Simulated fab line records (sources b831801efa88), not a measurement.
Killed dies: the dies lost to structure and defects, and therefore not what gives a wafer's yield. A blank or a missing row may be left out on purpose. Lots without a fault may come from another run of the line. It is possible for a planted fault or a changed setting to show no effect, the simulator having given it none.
Matching of chambers	flow sky130	cmp-01 running SKY_VIA1_CMP_02: 4 sister chambers
The step polishes SiO2. 8 wafers are shown with their chamber, then 12 later ones without.

WAFERS PAIRED WITH THEIR CHAMBERS
wafer	chamber	motor current A (A)	platen rpm (rpm)
L078.4	0	11.8	59.95
L081.6	2	12.8	59.99
L083.5	2	12.0	60.04
L085.1	0	12.2	59.97
L085.4	1	10.9	59.92
L086.1	1	10.7	60.01
L086.2	3	13.2	59.99
L086.6	3	12.8	59.97

WAFERS MISSING THEIR CHAMBER
wafer	motor current A (A)	platen rpm (rpm)
L089.3	12.0	59.96
L089.4	12.4	60.01
L089.5	12.3	59.96
L090.2	10.7	60.02
L090.3	12.5	59.92
L090.4	11.9	60.05
L092.2	10.7	59.99
L092.5	12.8	60.01
L092.6	12.5	60.04
L094.2	12.0	60.04
L094.3	12.9	59.92
L094.5	11.9	60.03

CHAMBER TAKEN BY EACH
wafer	from the rows above	in truth
L089.3	can't be placed: 0 or 2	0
L089.4	can't be placed: 2 or 0 or 3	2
L089.5	can't be placed: 0 or 2 or 3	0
L090.2	1	1
L090.3	can't be placed: 0 or 3 or 2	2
L090.4	can't be placed: 2 or 0 or 3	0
L092.2	1	1
L092.5	can't be placed: 3 or 2 or 0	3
L092.6	can't be placed: 2 or 3 or 0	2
L094.2	can't be placed: 2 or 0 or 3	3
L094.3	can't be placed: 3 or 0 or 2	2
L094.5	can't be placed: 2 or 0 or 3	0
Correctly placed: 2 of 12. Unplaceable from these rows: 10, with the true chamber sitting among the candidates in 10. Placed wrongly: 0.
How it was worked out, from the rows above alone: a wafer's distance from a chamber is the root of the sum, over the readings, of the square of ((its reading less the chamber's mean) divided by the reading's scatter). If the next closest chamber is less than 2 further off than the closest, the wafer can't be placed; otherwise it belongs to the closest. For every chamber, the mean is computed from those of its wafers that are shown. The scatter: take each reading less its chamber's mean, square it, sum over the shown wafers, divide by the number of wafers less the number of chambers, and take the root.
